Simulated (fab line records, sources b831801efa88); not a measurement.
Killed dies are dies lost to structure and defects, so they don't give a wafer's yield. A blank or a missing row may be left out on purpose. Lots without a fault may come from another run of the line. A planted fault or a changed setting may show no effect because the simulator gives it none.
Tool commonality check | flow gf180mcu | 13 lots, 42 wafers sampled

WHY IT WAS OPENED
At GF_HV_LDD_CD_MEAS_07 the reading cd_nm is flagged on 1 of 13 lots. Wafers without a fault read 400.0 nm, standard deviation 2.1.
Rule: a lot is flagged when every wafer of it that has a number lies more than 4 standard deviations from that mean, or none has a number. The other lots count as sound.

lot  | measured     | on        | cd_nm (nm), wafer by wafer          | flag
L603 | day 10 12:01 | cd_sem-01 | 398.5 401.5 400.2                   |
L606 | day 11 09:04 | cd_sem-02 | 400.2 397.9 399.2                   |
L607 | day 11 13:34 | cd_sem-02 | 400.8 402.0 400.9                   |
L608 | day 12 00:22 | cd_sem-02 | 396.6 397.7 395.7                   |
L609 | day 12 05:28 | cd_sem-02 | 398.8 400.2 398.6                   |
L611 | day 12 16:24 | cd_sem-01 | 399.7 401.0 400.8                   |
L613 | day 13 07:02 | cd_sem-02 | 397.8 399.5 397.5                   |
L614 | day 13 16:20 | cd_sem-01 | 403.7 404.3 400.6                   |
L615 | day 13 23:10 | cd_sem-02 | 396.4 398.9 397.6                   |
L618 | day 15 00:23 | cd_sem-01 | 398.9 399.7 400.4                   |
L621 | day 15 22:01 | cd_sem-01 | 400.2 402.2 401.4                   |
L623 | day 16 09:45 | cd_sem-01 | 318.0 318.8 320.1 317.6 318.8 319.8 | FLAGGED
L625 | day 17 08:31 | cd_sem-02 | 401.5 401.8 399.0                   |
The numbers of the flagged lots are 318.9 nm on average: -81.1 nm against the usual, or -39 standard deviations.

WHICH TOOL RAN EACH LOT
The record holds 2 process steps before the reading, out of a route of 602 steps. In each cell: the tool, then ch and the chambers that the sampled wafers went through, then the start.
lot  | flag    | GF_NWELL_STRIP_10                   | GF_HV_LDD_EXPOSE_04
L603 |         | plasma_asher-04 ch 0,1, day 3 16:13 | iline_stepper-01 ch 0, day 10 03:03
L606 |         | plasma_asher-04 ch 0,1, day 4 06:24 | iline_stepper-01 ch 0, day 11 00:37
L607 |         | plasma_asher-02 ch 0,1, day 4 11:38 | iline_stepper-02 ch 0, day 11 04:29
L608 |         | plasma_asher-02 ch 0,1, day 4 15:48 | iline_stepper-02 ch 0, day 11 15:05
L609 |         | plasma_asher-02 ch 0,1, day 4 21:52 | iline_stepper-02 ch 0, day 11 20:34
L611 |         | plasma_asher-02 ch 0,1, day 5 08:16 | iline_stepper-02 ch 0, day 12 06:38
L613 |         | plasma_asher-02 ch 0,1, day 5 19:51 | iline_stepper-01 ch 0, day 12 22:01
L614 |         | plasma_asher-02 ch 0,1, day 5 23:40 | iline_stepper-02 ch 0, day 13 05:54
L615 |         | plasma_asher-03 ch 0,1, day 6 05:19 | iline_stepper-02 ch 0, day 13 13:16
L618 |         | plasma_asher-03 ch 0,1, day 7 00:07 | iline_stepper-02 ch 0, day 14 14:09
L621 |         | plasma_asher-02 ch 0,1, day 7 15:37 | iline_stepper-02 ch 0, day 15 11:41
L623 | FLAGGED | plasma_asher-04 ch 0,1, day 8 02:08 | iline_stepper-02 ch 0, day 15 22:34
L625 |         | plasma_asher-02 ch 0,1, day 8 15:26 | iline_stepper-01 ch 0, day 16 20:55
What these steps do:
- GF_NWELL_STRIP_10: strips in O2/N2.
- GF_HV_LDD_EXPOSE_04: exposes mask Nplus LV AREA, target cd 400 nm.
- GF_HV_LDD_CD_MEAS_07: target cd 400 nm.

FLAGGED OVER TOTAL, TOOL BY TOOL (the gauges that took the reading come last)
step                 | tool             | lots run | flagged | share of the flagged lots | sound lots run after its first flagged lot
GF_NWELL_STRIP_10    | plasma_asher-02  | 8        | 0       | none                      | -
GF_NWELL_STRIP_10    | plasma_asher-03  | 2        | 0       | none                      | -
GF_NWELL_STRIP_10    | plasma_asher-04  | 3        | 1       | all                       | 0
GF_HV_LDD_EXPOSE_04  | iline_stepper-01 | 4        | 0       | none                      | -
GF_HV_LDD_EXPOSE_04  | iline_stepper-02 | 9        | 1       | all                       | 0
GF_HV_LDD_CD_MEAS_07 | cd_sem-01        | 6        | 1       | all                       | 0
GF_HV_LDD_CD_MEAS_07 | cd_sem-02        | 7        | 0       | none                      | -

WHAT THE TABLE ALLOWS
3 rows of the table ran every flagged lot: plasma_asher-04 at GF_NWELL_STRIP_10, iline_stepper-02 at GF_HV_LDD_EXPOSE_04, cd_sem-01 at GF_HV_LDD_CD_MEAS_07.
- plasma_asher-04 at GF_NWELL_STRIP_10: 1 of its 3 lots flagged. Its last sound lot is L606 (day 4 06:24), its first flagged lot L623 (day 8 02:08): a fault that began between those two fits.
- iline_stepper-02 at GF_HV_LDD_EXPOSE_04: 1 of its 9 lots flagged. Its last sound lot is L621 (day 15 11:41), its first flagged lot L623 (day 15 22:34): a fault that began between those two fits.
- cd_sem-01 at GF_HV_LDD_CD_MEAS_07: 1 of its 6 lots flagged. Its last sound lot is L621 (day 15 22:01), its first flagged lot L623 (day 16 09:45): a fault that began between those two fits.
Counting lots can't tell these 3 tools apart, because each fits a fault that began at some hour. More lots, or a look at what each step does to the wafer, might.

WHAT THE SIMULATOR HAD PUT IN
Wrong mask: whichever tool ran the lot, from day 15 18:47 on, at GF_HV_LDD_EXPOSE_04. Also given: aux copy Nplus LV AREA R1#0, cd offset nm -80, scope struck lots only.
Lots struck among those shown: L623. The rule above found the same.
